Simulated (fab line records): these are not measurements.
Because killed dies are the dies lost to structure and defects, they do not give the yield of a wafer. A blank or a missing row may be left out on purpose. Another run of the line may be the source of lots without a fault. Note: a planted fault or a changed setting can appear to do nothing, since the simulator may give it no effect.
fab line records -- flow sky130
[record] lots = 13, wafers = 39, lastDay = 50
route steps=708 shown METAL1@436 VIA4@641 METAL5@661 PAD_OPEN@708
lots untouched by any fault: they come from a run of this same line in which no faults occurred
startH: hours from the record's first day to the start of the lot's first wafer shown -- waitH: hours elapsed since this lot's preceding step -- " unchanged from the row above -- L1.1+2: a row that stands for several wafers -- - value missing, or start not given -- * or withheld: withheld -- < > ~ a bound
route shown NAME@n: names a module that has steps shown in the file, with the first one's number in the route -- usual: mean/standard deviation taken from wafers without a fault -- same: alike in all rows -- chamber/n: place in a boat -- sites: per-site readings -- _std_site: the standard deviation of these -- _edge_site: outer sites' mean less inner sites' -- radiusMm: for every site, how far away it sits from the centre of the wafer -- mask NAME#n: copy n -- behind: the most recent tool/chamber to have shaped the wafer -- hold: the reason the lot was held/the length of the hold in hours/how it ended -- device: transistor that didn't switch, given as n, p or np -- end of line: at the end of the route, the tests of the same wafers -- where a step has no rows: the recipe by itself -- killed: dies lost to structure and defects at the first sort, not the wafer's yield -- map: a wafer's dies, x killed, . not, _ none there
set.NAME: setting as actually run; set.NAME@STEP: the setting as run at that earlier step -- model.NAME: the simulator's own value behind a step, which no gauge read
steps of the route over a sample of lots; a table a step, a row a wafer
services: when a tool's chamber went out of use (startH, in hours from the record's first day, below 0 if earlier), for how many hours, and the reason
[[steps]]
[step SKY_METAL1_SPUTTER_02]
[recipe] material = AlCu, targetThkNm = 250, powerW = 10600, timeS = 13.3, chamberPressurePa = 0.4
[usual] throttleValvePct = 30.4/1.4
lot.wafer,tool,chamber,startH,waitH,throttleValvePct
L386.2,pvdSputter-03,-,764.27,0.0,29.2
L386.3,pvdSputter-03,-,764.27,0.0,31.1
L386.5,pvdSputter-03,-,764.27,0.0,33.0
L385.3,pvdSputter-02,-,765.06,0.0,30.4
L385.4,pvdSputter-02,-,765.06,0.0,31.8
L385.5,pvdSputter-02,-,765.06,0.0,30.4
L387.1,pvdSputter-03,-,776.83,0.0,31.1
L387.4,pvdSputter-03,-,776.83,0.0,29.0
L387.5,pvdSputter-03,-,776.83,0.0,29.6
L389.3,pvdSputter-03,-,787.10,0.0,31.3
L389.4,pvdSputter-03,-,787.10,0.0,33.2
L389.5,pvdSputter-03,-,787.10,0.0,33.0
L390.1,pvdSputter-04,-,792.57,0.0,32.0
L390.4,pvdSputter-04,-,792.57,0.0,28.1
L390.5,pvdSputter-04,-,792.57,0.0,29.8
L391.1,pvdSputter-03,-,799.19,0.0,31.5
L391.2,pvdSputter-03,-,799.19,0.0,29.6
L391.3,pvdSputter-03,-,799.19,0.0,32.9
L393.1,pvdSputter-03,-,814.29,0.0,33.0
L393.3,pvdSputter-03,-,814.29,0.0,31.2
L393.5,pvdSputter-03,-,814.29,0.0,31.3
L399.1,pvdSputter-02,-,859.29,0.0,31.2
L399.3,pvdSputter-02,-,859.29,0.0,30.4
L399.6,pvdSputter-02,-,859.29,0.0,29.3
L401.1,pvdSputter-04,-,865.41,0.0,29.8
L401.2,pvdSputter-04,-,865.41,0.0,29.6
L401.4,pvdSputter-04,-,865.41,0.0,28.5
L402.1,pvdSputter-02,-,872.21,0.0,31.9
L402.2,pvdSputter-02,-,872.21,0.0,31.4
L402.3,pvdSputter-02,-,872.21,0.0,29.3
L403.2,pvdSputter-04,-,884.65,0.0,28.3
L403.3,pvdSputter-04,-,884.65,0.0,29.6
L403.4,pvdSputter-04,-,884.65,0.0,29.5
L404.2,pvdSputter-04,-,888.66,0.0,30.0
L404.5,pvdSputter-04,-,888.66,0.0,29.6
L404.6,pvdSputter-04,-,888.66,0.0,29.8
L406.4,pvdSputter-03,-,905.94,0.0,33.2
L406.5,pvdSputter-03,-,905.94,0.0,33.1
L406.6,pvdSputter-03,-,905.94,0.0,31.4
[step SKY_VIA4_CMP_02]
[recipe] material = SiO2, downForcePsi = 4, platenRpm = 60, padVelocityMS = 0.94248
[usual] edgeZonePressureFrac = 1.000/0.0051, motorCurrentA = 11.5/1
lot.wafer,tool,chamber,startH,waitH,edgeZonePressureFrac,motorCurrentA
L386.2,cmp-02,2,1002.25,0.0,1.001,10.8
L386.3,cmp-02,0,1002.25,0.0,0.992,11.9
L386.5,cmp-02,2,1002.25,0.0,1.001,10.3
L385.4,cmp-02,3,1004.27,0.1,0.999,11.2
L385.3,cmp-02,0,1004.27,0.1,0.998,11.6
L385.5,cmp-02,1,1004.27,0.1,1.001,11.9
L387.1,cmp-01,1,1014.93,0.1,1.003,10.8
L387.4,cmp-01,2,1014.93,0.1,0.995,13.4
L387.5,cmp-01,1,1014.93,0.1,1.003,10.9
L389.3,cmp-01,0,1021.57,0.1,1.008,13.6
L389.4,cmp-01,1,1021.57,0.1,0.998,12.1
L389.5,cmp-01,0,1021.57,0.1,1.003,13.9
L390.1,cmp-01,0,1027.62,0.1,1.006,13.7
L390.4,cmp-01,1,1027.62,0.1,1.000,12.3
L390.5,cmp-01,2,1027.62,0.1,0.999,13.5
L391.2,cmp-02,0,1034.44,0.0,1.008,12.1
L391.3,cmp-02,1,1034.44,0.0,0.995,11.0
L391.1,cmp-02,3,1034.44,0.0,0.999,11.1
L393.3,cmp-01,1,1046.19,0.1,0.997,11.8
L393.1,cmp-01,2,1046.19,0.1,0.999,13.1
L393.5,cmp-01,3,1046.19,0.1,1.002,12.1
L399.3,cmp-02,1,1085.22,0.1,1.007,11.8
L399.1,cmp-02,3,1085.22,0.1,0.997,10.7
L399.6,cmp-02,1,1085.22,0.1,1.001,11.0
L401.2,cmp-02,1,1093.12,0.0,1.003,11.5
L401.1,cmp-02,2,1093.12,0.0,1.006,10.1
L401.4,cmp-02,0,1093.12,0.0,0.998,11.7
L402.1,cmp-02,2,1097.74,0.1,1.003,9.9
L402.2,cmp-02,3,1097.74,0.1,0.999,10.6
L402.3,cmp-02,1,1097.74,0.1,1.006,11.4
L403.4,cmp-01,1,1103.30,0.0,0.996,11.8
L403.3,cmp-01,3,1103.30,0.0,0.993,12.2
L403.2,cmp-01,0,1103.30,0.0,0.996,13.7
L404.2,cmp-02,0,1110.12,0.1,1.001,11.2
L404.6,cmp-02,3,1110.12,0.1,1.001,11.5
L404.5,cmp-02,0,1110.12,0.1,0.993,10.8
L406.4,cmp-02,1,1122.64,0.0,0.990,11.5
L406.6,cmp-02,1,1122.64,0.0,0.993,11.3
L406.5,cmp-02,2,1122.64,0.0,1.010,10.2
[step SKY_VIA4_OVL_MEAS_11]
[usual] VIA4_OVL = 0.6/1.4
lot.wafer,tool,chamber,startH,waitH,VIA4_OVL[nm]
L386.2,overlay-02,-,1025.07,0.1,1.2
L386.3,overlay-02,-,1025.07,0.1,0.0
L386.5,overlay-02,-,1025.07,0.1,1.6
L385.3,overlay-02,-,1027.41,0.1,0.6
L385.4,overlay-02,-,1027.41,0.1,1.0
L385.5,overlay-02,-,1027.41,0.1,-1.4
L387.1,overlay-02,-,1037.47,0.1,1.3
L387.4,overlay-02,-,1037.47,0.1,0.4
L387.5,overlay-02,-,1037.47,0.1,-1.4
L389.3,overlay-01,-,1044.11,0.1,1.0
L389.4,overlay-01,-,1044.11,0.1,-1.3
L389.5,overlay-01,-,1044.11,0.1,0.8
L390.1,overlay-01,-,1050.42,0.1,0.3
L390.4,overlay-01,-,1050.42,0.1,1.1
L390.5,overlay-01,-,1050.42,0.1,0.5
L391.1,overlay-02,-,1057.15,0.1,0.8
L391.2,overlay-02,-,1057.15,0.1,1.4
L391.3,overlay-02,-,1057.15,0.1,0.9
L393.1,overlay-02,-,1068.60,0.1,2.1
L393.3,overlay-02,-,1068.60,0.1,1.1
L393.5,overlay-02,-,1068.60,0.1,1.6
L399.1,overlay-02,-,1105.65,0.1,0.0
L399.3,overlay-02,-,1105.65,0.1,-1.1
L399.6,overlay-02,-,1105.65,0.1,-0.1
L401.1,overlay-01,-,1113.72,0.1,1.0
L401.2,overlay-01,-,1113.72,0.1,1.5
L401.4,overlay-01,-,1113.72,0.1,2.2
L402.1,overlay-01,-,1118.00,0.1,1.1
L402.2,overlay-01,-,1118.00,0.1,-2.4
L402.3,overlay-01,-,1118.00,0.1,0.5
L403.2,overlay-02,-,1124.30,0.1,3.0
L403.3,overlay-02,-,1124.30,0.1,3.7
L403.4,overlay-02,-,1124.30,0.1,3.0
L404.2,overlay-02,-,1129.30,0.1,-1.1
L404.5,overlay-02,-,1129.30,0.1,0.7
L404.6,overlay-02,-,1129.30,0.1,0.2
L406.4,overlay-02,-,1142.22,0.1,0.6
L406.5,overlay-02,-,1142.22,0.1,0.6
L406.6,overlay-02,-,1142.22,0.1,1.4
[step SKY_METAL5_SPUTTER_00]
[recipe] material = Ti, targetThkNm = 15, powerW = 3000, timeS = 10, chamberPressurePa = 0.4
[usual] throttleValvePct = 30.2/1.3
lot.wafer,tool,chamber,startH,waitH,throttleValvePct
L386.2,pvdSputter-03,-,1026.51,0.1,31.2
L386.3,pvdSputter-03,-,1026.51,0.1,33.3
L386.5,pvdSputter-03,-,1026.51,0.1,29.4
L385.3,pvdSputter-04,-,1028.84,0.2,28.1
L385.4,pvdSputter-04,-,1028.84,0.2,29.6
L385.5,pvdSputter-04,-,1028.84,0.2,29.5
L387.1,pvdSputter-04,-,1038.98,0.2,29.9
L387.4,pvdSputter-04,-,1038.98,0.2,32.0
L387.5,pvdSputter-04,-,1038.98,0.2,29.3
L389.3,pvdSputter-01,-,1045.87,0.2,30.1
L389.4,pvdSputter-01,-,1045.87,0.2,31.0
L389.5,pvdSputter-01,-,1045.87,0.2,30.2
L390.1,pvdSputter-04,-,1051.85,0.1,32.0
L390.4,pvdSputter-04,-,1051.85,0.1,31.8
L390.5,pvdSputter-04,-,1051.85,0.1,29.4
L391.1,pvdSputter-03,-,1058.54,0.2,33.1
L391.2,pvdSputter-03,-,1058.54,0.2,29.2
L391.3,pvdSputter-03,-,1058.54,0.2,29.7
L393.1,pvdSputter-01,-,1070.10,0.2,30.0
L393.3,pvdSputter-01,-,1070.10,0.2,27.6
L393.5,pvdSputter-01,-,1070.10,0.2,31.4
L399.1,pvdSputter-01,-,1107.09,0.1,30.2
L399.3,pvdSputter-01,-,1107.09,0.1,28.0
L399.6,pvdSputter-01,-,1107.09,0.1,31.2
L401.1,pvdSputter-01,-,1115.12,0.2,31.1
L401.2,pvdSputter-01,-,1115.12,0.2,30.2
L401.4,pvdSputter-01,-,1115.12,0.2,31.1
L402.1,pvdSputter-03,-,1119.40,0.2,29.1
L402.2,pvdSputter-03,-,1119.40,0.2,33.2
L402.3,pvdSputter-03,-,1119.40,0.2,31.2
L403.2,pvdSputter-01,-,1125.69,0.1,29.9
L403.3,pvdSputter-01,-,1125.69,0.1,27.9
L403.4,pvdSputter-01,-,1125.69,0.1,31.6
L404.2,pvdSputter-04,-,1130.69,0.2,28.4
L404.5,pvdSputter-04,-,1130.69,0.2,29.7
L404.6,pvdSputter-04,-,1130.69,0.2,30.0
L406.4,pvdSputter-04,-,1143.61,0.3,29.6
L406.5,pvdSputter-04,-,1143.61,0.3,28.3
L406.6,pvdSputter-04,-,1143.61,0.3,29.5
[step SKY_PAD_OPEN_PROBE_99]
[usual] defectLimitedYield = 82.5/2, killed_at_M0_to_M3 = 43/7.1, killed_at_M4_up = 3.3/2, killedAtContacts = 24/5.1, killedAtFrontEnd = 15/4.6, killedAtOther = 0.3/0.6, killedDies = 86/9.6, killedOpen = 46/7.3, killedShort = 39/6.7, sort_bin_3_pad_short = 0.9/0.44, sort_bin_5_function = 10.4/1.5, sort_bin_6_memory = 6.2/1.1, sortNPass = 406/9.6, sortYieldPct = 82.5/2
[same] grossDies = 492, killedAtBackSide = 0, sort_bin_4_leakage[%] = 0, sort_bin_8_speed[%] = 0
lot.wafer,tool,chamber,startH,waitH,defectLimitedYield[%],killed_at_M0_to_M3,killed_at_M4_up,killedAtContacts,killedAtFrontEnd,killedAtOther,killedDies,killedOpen,killedShort,sort_bin_3_pad_short[%],sort_bin_5_function[%],sort_bin_6_memory[%],sortNPass,sortYieldPct[%]
L386.2,prober-02,-,1097.41,0.1,82.7,43,5,22,15,0,85,41,44,0.8,10.2,6.3,407,82.7
L386.3,prober-02,-,1097.46,0.2,79.3,54,2,26,20,0,102,44,58,2.6,9.8,8.3,390,79.3
L386.5,prober-02,-,1097.56,0.2,81.9,57,8,14,10,0,89,47,41,2.0,10.0,6.1,403,81.9
L385.3,prober-01,-,1099.24,0.2,80.7,53,2,26,14,0,95,52,43,0.6,11.0,7.7,397,80.7
L385.4,prober-01,-,1099.29,0.2,82.5,45,0,24,17,0,86,43,43,0.4,12.0,5.1,406,82.5
L385.5,prober-01,-,1099.34,0.2,80.5,39,5,36,16,0,96,56,39,0.8,11.6,7.1,396,80.5
L387.1,prober-02,-,1108.32,0.1,82.7,49,4,22,10,0,85,45,40,0.8,9.6,6.9,407,82.7
L387.4,prober-02,-,1108.47,0.2,84.1,47,0,19,12,0,78,44,34,0.4,9.3,6.1,414,84.1
L387.5,prober-02,-,1108.52,0.2,81.3,53,3,21,15,0,92,44,48,1.2,10.0,7.5,400,81.3
L389.3,prober-02,-,1115.15,0.2,71.1,104,4,23,11,0,142,42,40,3.0,19.9,5.9,350,71.1
L389.4,prober-02,-,1115.20,0.2,82.1,50,3,15,20,0,88,50,38,1.0,11.8,5.1,404,82.1
L389.5,prober-02,-,1115.25,0.2,83.1,41,2,28,12,0,83,50,33,1.0,11.6,4.3,409,83.1
L390.1,prober-01,-,1119.67,0.1,83.3,41,2,19,19,1,82,50,29,0.4,10.4,5.9,410,83.3
L390.4,prober-01,-,1119.82,0.2,83.3,38,3,20,21,0,82,42,40,1.2,10.8,4.7,410,83.3
L390.5,prober-01,-,1119.87,0.2,82.5,38,3,25,20,0,86,39,45,1.0,9.8,6.7,406,82.5
L391.1,prober-02,-,1125.43,0.1,75.2,85,3,25,9,0,122,38,31,3.0,16.3,5.5,370,75.2
L391.2,prober-02,-,1125.48,0.1,82.1,45,5,27,11,0,88,47,41,0.8,9.8,7.3,404,82.1
L391.3,prober-02,-,1125.53,0.2,84.3,38,2,20,17,0,77,42,35,0.6,8.9,6.1,415,84.3
L393.1,prober-02,-,1137.90,0.1,84.3,38,2,21,16,0,77,54,23,0.8,9.6,5.3,415,84.3
L393.3,prober-02,-,1138.00,0.2,72.2,99,6,24,8,0,137,43,37,4.7,15.9,7.3,355,72.2
L393.5,prober-02,-,1138.10,0.2,75.0,88,0,20,15,0,123,30,33,3.5,16.1,5.5,369,75.0
L399.1,prober-02,-,1167.33,0.1,79.1,52,6,26,19,0,103,59,43,0.6,12.6,7.7,389,79.1
L399.3,prober-02,-,1167.43,0.2,84.1,33,7,20,18,0,78,37,41,0.4,9.6,5.9,414,84.1
L399.6,prober-02,-,1167.58,0.2,85.4,33,2,27,10,0,72,45,27,0.4,8.5,5.7,420,85.4
L401.1,prober-02,-,1174.38,0.1,84.3,39,4,18,15,1,77,38,38,1.0,10.0,4.7,415,84.3
L401.2,prober-02,-,1174.43,0.1,86.8,30,4,17,14,0,65,38,27,0.6,7.9,4.7,427,86.8
L401.4,prober-02,-,1174.53,0.2,84.8,43,2,21,9,0,75,35,40,0.4,10.0,4.9,417,84.8
L402.1,prober-01,-,1177.83,0.1,85.4,37,4,23,8,0,72,39,33,0.8,8.5,5.3,420,85.4
L402.2,prober-01,-,1177.88,0.1,82.1,44,2,28,14,0,88,62,26,0.4,13.2,4.3,404,82.1
L402.3,prober-01,-,1177.93,0.2,81.3,40,1,32,19,0,92,54,38,0.6,10.2,7.9,400,81.3
L403.2,prober-02,-,1182.93,0.1,77.6,63,3,26,17,1,110,62,47,0.8,14.8,6.7,382,77.6
L403.3,prober-02,-,1182.98,0.2,81.3,44,5,23,19,1,92,44,47,1.4,11.0,6.3,400,81.3
L403.4,prober-02,-,1183.03,0.2,79.5,55,4,19,23,0,101,54,45,1.8,13.2,5.5,391,79.5
L404.2,prober-01,-,1186.89,0.1,80.5,45,2,27,22,0,96,52,44,0.6,14.2,4.7,396,80.5
L404.5,prober-01,-,1187.04,0.2,84.6,39,3,15,19,0,76,37,39,1.2,9.1,5.1,416,84.6
L404.6,prober-01,-,1187.09,0.2,85.8,31,3,20,16,0,70,34,35,1.2,7.9,5.1,422,85.8
L406.4,prober-01,-,1197.78,0.2,81.5,46,1,28,15,1,91,50,41,0.8,12.6,5.1,401,81.5
L406.5,prober-01,-,1197.83,0.2,82.5,35,6,32,13,0,86,53,33,0.4,10.2,6.9,406,82.5
L406.6,prober-01,-,1197.88,0.2,80.7,48,2,37,8,0,95,58,37,1.0,12.4,5.9,397,80.7
// killed by level:class
L386.2 VIA1:geometricParticle:open=7 VIA3:geometricParticle:open=7 LI_CONTACT:geometricParticle:open=6 METAL1:geometricParticle:short=6 LOCAL_INTERCONNECT:geometricParticle:short=6 CONTACT:geometricParticle:open=5 FIELD_ISO:geometricParticle:open=4 METAL4:geometricParticle:short=4
L386.3 METAL1:geometricParticle:short=11 VIA1:geometricParticle:open=11 VIA3:geometricParticle:open=8 CONTACT:geometricParticle:short=7 POLY_GATE:geometricParticle:short=6 LI_CONTACT:geometricParticle:open=6 CONTACT:geometricParticle:open=6 METAL2:geometricParticle:short=6
L386.5 VIA1:geometricParticle:open=13 METAL1:geometricParticle:short=10 VIA2:geometricParticle:open=10 METAL4:geometricParticle:short=7 METAL2:geometricParticle:short=6 METAL1:geometricParticle:open=5 CONTACT:geometricParticle:open=5 FIELD_ISO:geometricParticle:open=3
L385.3 VIA1:geometricParticle:open=13 LI_CONTACT:geometricParticle:open=11 METAL2:geometricParticle:short=8 CONTACT:geometricParticle:open=7 POLY_GATE:geometricParticle:short=6 VIA2:geometricParticle:open=5 METAL1:geometricParticle:short=5 POLY_GATE:geometricParticle:open=4
L385.4 METAL2:geometricParticle:short=10 VIA3:geometricParticle:open=10 CONTACT:geometricParticle:open=7 LOCAL_INTERCONNECT:geometricParticle:short=7 VIA1:geometricParticle:open=6 VIA2:geometricParticle:open=5 POLY_GATE:geometricParticle:short=4 LI_CONTACT:geometricParticle:open=4
L385.5 CONTACT:geometricParticle:open=14 VIA2:geometricParticle:open=11 LI_CONTACT:geometricParticle:open=7 LOCAL_INTERCONNECT:geometricParticle:short=6 CONTACT:geometricParticle:short=6 METAL1:geometricParticle:short=6 VIA1:geometricParticle:open=5 VIA3:geometricParticle:open=5
L387.1 VIA1:geometricParticle:open=10 CONTACT:geometricParticle:open=9 VIA2:geometricParticle:open=8 METAL1:geometricParticle:short=7 CONTACT:geometricParticle:short=6 LI_CONTACT:geometricParticle:open=5 VIA1:geometricParticle:short=5 METAL3:geometricParticle:short=4
L387.4 VIA1:geometricParticle:open=12 LI_CONTACT:geometricParticle:open=9 METAL1:geometricParticle:short=7 VIA1:geometricParticle:short=6 VIA2:geometricParticle:open=6 LOCAL_INTERCONNECT:geometricParticle:short=5 METAL2:geometricParticle:short=5 VIA3:geometricParticle:open=4
L387.5 VIA2:geometricParticle:open=11 METAL2:geometricParticle:short=9 CONTACT:geometricParticle:open=8 LI_CONTACT:geometricParticle:open=7 VIA1:geometricParticle:short=7 METAL1:geometricParticle:short=6 VIA1:geometricParticle:open=6 FIELD_ISO:geometricParticle:short=5
L389.3 METAL1:unspecified=60 CONTACT:geometricParticle:open=10 METAL1:geometricParticle:short=8 VIA2:geometricParticle:open=7 METAL2:geometricParticle:short=6 LI_CONTACT:geometricParticle:open=5 POLY_GATE:geometricParticle:short=4 VIA1:geometricParticle:short=4
L389.4 VIA1:geometricParticle:open=16 FIELD_ISO:geometricParticle:open=6 VIA2:geometricParticle:open=6 CONTACT:geometricParticle:open=6 METAL2:geometricParticle:short=6 POLY_GATE:geometricParticle:short=5 VIA1:geometricParticle:short=5 VIA3:geometricParticle:open=5
L389.5 VIA1:geometricParticle:open=9 LI_CONTACT:geometricParticle:open=7 VIA2:geometricParticle:open=7 CONTACT:geometricParticle:open=7 CONTACT:geometricParticle:short=6 VIA3:geometricParticle:open=6 METAL1:geometricParticle:short=5 POLY_GATE:geometricParticle:short=4
L390.1 VIA1:geometricParticle:open=11 CONTACT:geometricParticle:open=10 VIA3:geometricParticle:open=9 VIA2:geometricParticle:open=5 VIA1:geometricParticle:short=4 VIA3:geometricParticle:short=4 FIELD_ISO:geometricParticle:short=3 SPACER:geometricParticle:short=3
L390.4 CONTACT:geometricParticle:open=11 VIA1:geometricParticle:open=11 FIELD_ISO:geometricParticle:short=8 METAL1:geometricParticle:short=7 POLY_GATE:geometricParticle:open=5 VIA1:geometricParticle:short=5 POLY_GATE:geometricParticle:short=4 METAL2:geometricParticle:short=4
L390.5 CONTACT:geometricParticle:short=10 VIA1:geometricParticle:open=10 METAL2:geometricParticle:short=8 LI_CONTACT:geometricParticle:open=6 VIA1:geometricParticle:short=5 CONTACT:geometricParticle:open=5 FIELD_ISO:geometricParticle:short=4 FIELD_ISO:geometricParticle:open=4
L391.1 METAL1:unspecified=53 LI_CONTACT:geometricParticle:open=11 METAL1:geometricParticle:short=8 POLY_GATE:geometricParticle:short=6 CONTACT:geometricParticle:open=6 LOCAL_INTERCONNECT:geometricParticle:short=5 VIA1:geometricParticle:open=5 VIA2:geometricParticle:open=5
L391.2 CONTACT:geometricParticle:open=9 LI_CONTACT:geometricParticle:open=8 VIA1:geometricParticle:open=7 VIA3:geometricParticle:open=7 VIA1:geometricParticle:short=6 VIA2:geometricParticle:open=6 CONTACT:geometricParticle:short=5 METAL1:geometricParticle:short=4
L391.3 VIA1:geometricParticle:open=11 LI_CONTACT:geometricParticle:open=8 POLY_GATE:geometricParticle:short=5 CONTACT:geometricParticle:open=5 LOCAL_INTERCONNECT:geometricParticle:short=5 VIA1:geometricParticle:short=5 METAL1:geometricParticle:short=4 METAL2:geometricParticle:short=4
L393.1 VIA1:geometricParticle:open=12 CONTACT:geometricParticle:open=8 VIA2:geometricParticle:open=7 LI_CONTACT:geometricParticle:open=5 LOCAL_INTERCONNECT:geometricParticle:short=5 FIELD_ISO:geometricParticle:open=4 POLY_GATE:geometricParticle:open=4 VIA3:geometricParticle:open=4
L393.3 METAL1:unspecified=57 VIA1:geometricParticle:open=11 CONTACT:geometricParticle:open=6 CONTACT:geometricParticle:short=6 LOCAL_INTERCONNECT:geometricParticle:short=5 LI_CONTACT:geometricParticle:open=5 METAL2:geometricParticle:short=5 VIA2:geometricParticle:open=5
L393.5 METAL1:unspecified=59 VIA1:geometricParticle:open=6 METAL1:geometricParticle:short=5 CONTACT:geometricParticle:short=5 METAL2:geometricParticle:short=5 FIELD_ISO:geometricParticle:short=4 SPACER:geometricParticle:open=4 LI_CONTACT:geometricParticle:open=4
L399.1 VIA1:geometricParticle:open=20 LI_CONTACT:geometricParticle:open=9 CONTACT:geometricParticle:open=9 VIA2:geometricParticle:open=6 FIELD_ISO:geometricParticle:short=5 VIA3:geometricParticle:open=5 POLY_GATE:geometricParticle:short=5 CONTACT:geometricParticle:short=5
L399.3 CONTACT:geometricParticle:open=8 METAL4:geometricParticle:short=7 VIA2:geometricParticle:open=6 FIELD_ISO:geometricParticle:short=5 LI_CONTACT:geometricParticle:open=5 POLY_GATE:geometricParticle:short=4 METAL1:geometricParticle:short=4 VIA1:geometricParticle:open=4
L399.6 CONTACT:geometricParticle:open=11 VIA1:geometricParticle:open=10 LI_CONTACT:geometricParticle:open=6 VIA3:geometricParticle:open=6 VIA2:geometricParticle:open=6 METAL2:geometricParticle:short=5 POLY_GATE:geometricParticle:short=4 LOCAL_INTERCONNECT:geometricParticle:short=4
L401.1 METAL2:geometricParticle:short=11 VIA1:geometricParticle:open=9 CONTACT:geometricParticle:open=7 METAL1:geometricParticle:short=7 LI_CONTACT:geometricParticle:open=5 POLY_GATE:geometricParticle:short=4 VIA3:geometricParticle:open=4 FIELD_ISO:geometricParticle:open=3
L401.2 VIA1:geometricParticle:open=9 FIELD_ISO:geometricParticle:open=7 CONTACT:geometricParticle:open=7 METAL1:geometricParticle:short=5 METAL2:geometricParticle:short=4 LI_CONTACT:geometricParticle:open=4 POLY_GATE:geometricParticle:short=3 CONTACT:geometricParticle:short=3
L401.4 VIA1:geometricParticle:short=9 VIA1:geometricParticle:open=7 LI_CONTACT:geometricParticle:open=6 VIA2:geometricParticle:open=6 VIA3:geometricParticle:open=5 METAL1:geometricParticle:short=5 METAL2:geometricParticle:short=5 LI_CONTACT:geometricParticle:short=4
L402.1 CONTACT:geometricParticle:open=9 VIA1:geometricParticle:open=7 VIA2:geometricParticle:open=7 VIA1:geometricParticle:short=5 LI_CONTACT:geometricParticle:open=4 FIELD_ISO:geometricParticle:short=3 LOCAL_INTERCONNECT:geometricParticle:open=3 CONTACT:geometricParticle:short=3
L402.2 CONTACT:geometricParticle:open=12 LI_CONTACT:geometricParticle:open=10 VIA1:geometricParticle:open=9 VIA3:geometricParticle:open=7 VIA2:geometricParticle:open=6 METAL2:geometricParticle:short=6 FIELD_ISO:geometricParticle:open=4 METAL3:geometricParticle:short=4
L402.3 CONTACT:geometricParticle:open=13 VIA1:geometricParticle:open=12 FIELD_ISO:geometricParticle:open=7 VIA3:geometricParticle:open=7 LI_CONTACT:geometricParticle:open=6 VIA1:geometricParticle:short=6 VIA2:geometricParticle:open=6 LOCAL_INTERCONNECT:geometricParticle:short=5
L403.2 VIA2:geometricParticle:open=15 METAL1:geometricParticle:short=11 LI_CONTACT:geometricParticle:open=10 VIA3:geometricParticle:open=7 CONTACT:geometricParticle:open=7 VIA2:geometricParticle:short=6 VIA1:geometricParticle:open=5 VIA1:geometricParticle:short=5
L403.3 CONTACT:geometricParticle:open=13 VIA1:geometricParticle:open=11 METAL2:geometricParticle:short=9 FIELD_ISO:geometricParticle:short=7 VIA2:geometricParticle:open=5 LI_CONTACT:geometricParticle:open=4 METAL2:geometricParticle:open=4 METAL1:geometricParticle:short=4
L403.4 VIA1:geometricParticle:open=16 VIA1:geometricParticle:short=9 VIA2:geometricParticle:open=6 CONTACT:geometricParticle:short=5 POLY_GATE:geometricParticle:open=5 METAL1:geometricParticle:short=5 METAL2:geometricParticle:short=5 VIA3:geometricParticle:open=5
L404.2 VIA1:geometricParticle:open=13 FIELD_ISO:geometricParticle:open=7 POLY_GATE:geometricParticle:short=7 CONTACT:geometricParticle:open=7 CONTACT:geometricParticle:short=7 METAL2:geometricParticle:short=6 VIA2:geometricParticle:open=6 LI_CONTACT:geometricParticle:open=5
L404.5 CONTACT:geometricParticle:open=8 POLY_GATE:geometricParticle:open=7 VIA1:geometricParticle:open=7 VIA1:geometricParticle:short=6 VIA3:geometricParticle:open=5 VIA2:geometricParticle:short=4 METAL1:geometricParticle:short=4 METAL2:geometricParticle:short=4
L404.6 CONTACT:geometricParticle:open=10 METAL1:geometricParticle:short=7 VIA1:geometricParticle:open=7 VIA1:geometricParticle:short=5 FIELD_ISO:geometricParticle:short=4 POLY_GATE:geometricParticle:short=4 LI_CONTACT:geometricParticle:open=4 LI_CONTACT:geometricParticle:short=3
L406.4 VIA1:geometricParticle:open=11 LI_CONTACT:geometricParticle:open=9 VIA2:geometricParticle:open=9 CONTACT:geometricParticle:open=8 METAL1:geometricParticle:short=6 METAL2:geometricParticle:short=6 VIA3:geometricParticle:open=6 FIELD_ISO:geometricParticle:short=5
L406.5 CONTACT:geometricParticle:open=14 VIA1:geometricParticle:open=10 VIA3:geometricParticle:open=7 LI_CONTACT:geometricParticle:open=6 CONTACT:geometricParticle:short=6 METAL1:geometricParticle:short=5 FIELD_ISO:geometricParticle:open=4 VIA1:geometricParticle:short=4
L406.6 CONTACT:geometricParticle:open=19 VIA2:geometricParticle:open=10 VIA1:geometricParticle:open=9 LI_CONTACT:geometricParticle:open=7 VIA3:geometricParticle:open=7 CONTACT:geometricParticle:short=6 LOCAL_INTERCONNECT:geometricParticle:short=5 METAL1:geometricParticle:short=5
[[services]]
tool,chamber,startH,hours,kind
cmp-01,-,745.20,4.0,pm
cmp-02,-,762.45,1.9,repair
cmp-01,-,788.27,5.7,pm
cmp-01,-,853.36,0.3,repair
pvdSputter-01,-,882.35,0.6,repair
pvdSputter-03,-,882.81,15.7,repair
pvdSputter-03,-,884.85,2.9,repair
cmp-02,-,907.98,4.4,repair
cmp-02,-,912.37,4.0,pm
cmp-02,-,921.19,4.5,pm
pvdSputter-01,-,932.95,8.8,repair
pvdSputter-01,-,957.74,1.2,repair
pvdSputter-03,-,958.76,12.5,repair
cmp-02,-,970.90,11.5,pm
pvdSputter-01,-,988.33,20.5,repair
cmp-01,-,991.06,3.6,repair
cmp-02,-,1009.17,2.3,repair
cmp-02,-,1026.43,2.1,repair
cmp-01,-,1036.35,3.8,repair
cmp-01,-,1036.82,4.3,repair
cmp-01,-,1038.90,1.0,repair
pvdSputter-03,-,1049.97,4.4,repair
pvdSputter-03,-,1068.77,4.7,repair
pvdSputter-03,-,1102.18,4.7,repair
[[key]]
[firstSign] step = SKY_PAD_OPEN_PROBE_99, reading = killed_at_M0_to_M3, direction = up, sigmas = 7.2, usual = 43, struck = 94
[effect] step = SKY_PAD_OPEN_PROBE_99, reading = sort_bin_3_pad_short, direction = up, sigmas = 6, usual = 0.9, struck = 3.6
metAt SKY_METAL1_SPUTTER_02
struckLots L389,L391,L393
struckWafers L389.3,L391.1,L393.3,L393.5
notActingAt SKY_VIA4_CMP_02,SKY_VIA4_OVL_MEAS_11,SKY_METAL5_SPUTTER_00
onsetBetween 776.83 787.10
[fault] kind = chamberParticleSource, tool = pvdSputter-03, chamber = -, onsetH = 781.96, steps = SKY_METAL1_SPUTTER_02, ratePerVisitCm2 = 1.0664, endH = 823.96, scope = struckWafersOnly
